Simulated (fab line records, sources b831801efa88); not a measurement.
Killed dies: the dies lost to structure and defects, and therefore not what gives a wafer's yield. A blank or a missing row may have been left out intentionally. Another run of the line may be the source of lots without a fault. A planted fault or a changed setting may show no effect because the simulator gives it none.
Struck lot and sound lot, side by side    flow sky130    33 out of 708 route steps
Sound: these wafers, L581.1, L581.3, L581.5. Struck: wafers L591.2, L591.4, L591.5. The cause is given at the end.
Per side, at each step with rows, come the tool, then ch with its chambers, and then its first start. Under that, the readings that differ: sound wafers    struck wafers    difference of the means    sigmas: that difference in standard deviations of wafers without a fault.
alike: a reading whose means differ by less than 2 such deviations, as well as words and numbers matching on both sides. not compared: withheld readings; readings where some wafer has no value; bounds like >300 that might hide an equal value; numbers whose values overlap and for which the record gives no deviation.
Wherever a step has rows on one side only, a row that says differs or no value, or a row with sigmas, the two part there. Non-overlapping numbers with no deviation appear without sigmas and do not part them. A reading missing from all wafers of one side parts the sides only when that side holds two or more wafers.

first, 4 steps without rows for these wafers: SKY_LOCAL_INTERCONNECT_SOFTBAKE_07 (time 90 s); SKY_LOCAL_INTERCONNECT_EXPOSE_08 (exposes mask LI1M, target cd 170 nm); SKY_LOCAL_INTERCONNECT_PEB_09; SKY_LOCAL_INTERCONNECT_DEVELOP_10 (develop time 60 s).
SKY_LOCAL_INTERCONNECT_CD_MEAS_11: the cd target is 170 nm.
  sound on cdSem-02 at day 31 12:08; struck on cdSem-01 at day 34 14:28
  alike: cdNm
SKY_LOCAL_INTERCONNECT_OVL_MEAS_12:
  sound on overlay-01 at day 31 12:16; struck on overlay-02 at day 34 14:34
  alike: LOCAL_INTERCONNECT_OVL
then, 1 step without rows for these wafers: SKY_LOCAL_INTERCONNECT_ETCH_13 (etches BARC in N2/H2, stops on SiO2, time 45.9 s, target depth 60 nm).
SKY_LOCAL_INTERCONNECT_METAL_ETCH_14: etches TiN in Cl2/BCl3, stops on PSG, target depth 110 nm, time 31.4 s.
  sound on rieMetal-01 ch 0,1, day 31 12:22; struck on rieMetal-02 ch 0,1, day 34 14:40
  alike: drypumpMotorCurrentA, oesProductAu, throttleValvePct
  not compared: rfHoursCounterH
SKY_LOCAL_INTERCONNECT_STRIP_15: strips in O2/N2.
  sound on plasmaAsher-02 ch 1, day 31 12:25; struck on plasmaAsher-02 ch 0,1, day 34 14:43
  alike: drypumpMotorCurrentA, oesProductAu, stripTimeToEndpointS
  not compared: rfHoursCounterH
then, 3 steps without rows for these wafers: SKY_LOCAL_INTERCONNECT_STRIP_16 (strips in post etch residue remover, time 1200 s); SKY_LOCAL_INTERCONNECT_CLEAN_17 (cleans in IPA, time 180 s); SKY_LOCAL_INTERCONNECT_CLEAN_18 (cleans in O3/DIW).
SKY_CONTACT_CVD_00: deposits Si3N4, target thk 75 nm.
  sound on pecvd-01 ch 1,2, day 31 13:01; struck on pecvd-03 ch 0,1,2, day 34 15:00
  alike: heaterPowerOuterW, heaterPowerW
SKY_CONTACT_THK_MEAS_01:
  sound on filmMetro-04 at day 31 13:04; struck on filmMetro-02 at day 34 15:32
reading                  sound           struck             difference  sigmas
CONTACT_CVD_00_THK (nm)  74.0 76.2 75.2  150.2 151.0 151.9  +75.9       +86
then, 1 step without rows for these wafers: SKY_CONTACT_HDPCVD_02 (deposits SiO2, target thk 565 nm, time 94.2 s).
SKY_CONTACT_THK_MEAS_03:
  sound on filmMetro-02 at day 31 13:11; struck on filmMetro-04 at day 34 15:40
  alike: CONTACT_HDPCVD_THK
SKY_CONTACT_CMP_04: polishes SiO2.
  sound on cmp-01 ch 0,1, day 31 13:15; struck on cmp-01 ch 1,3, day 34 15:47
  alike: motorCurrentA, timeToEndpointS
SKY_CONTACT_BOW_MEAS_05:
  sound on filmMetro-01 at day 31 13:33; struck on filmMetro-02 at day 34 16:06
reading           sound     struck    difference  sigmas
CONTACT_BOW (um)  81 88 94  76 76 64  -16         -2
then, 8 steps without rows for these wafers: SKY_CONTACT_DEHYDRATE_06 (time 60 s); SKY_CONTACT_HMDS_07 (prime time 60 s); SKY_CONTACT_COAT_08 (resist thk 60 nm); SKY_CONTACT_COAT_09 (resist thk 450 nm); SKY_CONTACT_SOFTBAKE_10 (time 90 s); SKY_CONTACT_EXPOSE_11 (exposes mask CTM1, target cd 170 nm); SKY_CONTACT_PEB_12; SKY_CONTACT_DEVELOP_13 (develop time 60 s).
SKY_CONTACT_CD_MEAS_14: the cd target is 170 nm.
  sound on cdSem-02 at day 32 16:34; struck on cdSem-01 at day 35 18:16
  alike: cdNm
SKY_CONTACT_OVL_MEAS_15:
  sound on overlay-01 at day 32 16:41; struck on overlay-01 at day 35 18:22
  alike: CONTACT_OVL
then, 1 step without rows for these wafers: SKY_CONTACT_ETCH_16 (etches BARC in N2/H2, stops on SiO2, time 45.9 s, target depth 60 nm).
SKY_CONTACT_ETCH_17: etches SiO2 in C4F8/O2/Ar, stops on Si3N4, target depth 340 nm.
  sound on rieDiel-02 ch 2,3, day 32 16:46; struck on rieDiel-02 ch 1,3, day 35 18:26
  alike: oesProductAu
SKY_CONTACT_ETCH_18: etches Si3N4 in CHF3/O2, stops on TiN, time 39 s, target depth 75 nm.
  sound on rieDiel-02 ch 2,3; struck on rieDiel-02 ch 1,3
reading                  sound              struck             difference  sigmas
oesProductAu (a.u.)      0.846 0.868 0.857  1.002 0.983 1.002  +0.139      +19
throttleValvePct (%)     8.799 8.798 8.811  8.815 8.832 8.837  +0.025      +3
model.etch.depthNm (nm)  73.98 76.27 75.22  97.15 95.92 96.35  +21.32      
  alike: drypumpMotorCurrentA
  not compared: rfHoursCounterH
SKY_CONTACT_STRIP_19: strips in O2/N2.
  sound on plasmaAsher-04 ch 0,1, day 32 16:52; struck on plasmaAsher-04 ch 1, day 35 18:32
  alike: drypumpMotorCurrentA, oesProductAu, stripTimeToEndpointS
  not compared: rfHoursCounterH
-- the record jumps here: 13 days lie between the struck wafers' starts before and after (it left off in module CONTACT and takes up again in module PAD_OPEN, whose first step shown is number 708 of the route) --
SKY_PAD_OPEN_PROBE_99:
  sound on prober-02 at day 46 14:52; struck on prober-01 at day 48 21:13
reading           sound     struck       difference  sigmas
killedAtContacts  22 18 15  423 421 421  +403        +75
killedAtOther     0 0 0     2 0 2        +1          +2
killedDies        79 97 67  492 492 492  +411        +44
killedOnRim       17 20 15  96 96 96     +79         +19
  alike: killed_at_M0_to_M3, killed_at_M4_up, killedAtFrontEnd, killedOpen, killedShort

== WHERE THEY PART ==
First at SKY_CONTACT_THK_MEAS_01; last, within this record, at SKY_PAD_OPEN_PROBE_99.

WHY: whatever the simulator had introduced
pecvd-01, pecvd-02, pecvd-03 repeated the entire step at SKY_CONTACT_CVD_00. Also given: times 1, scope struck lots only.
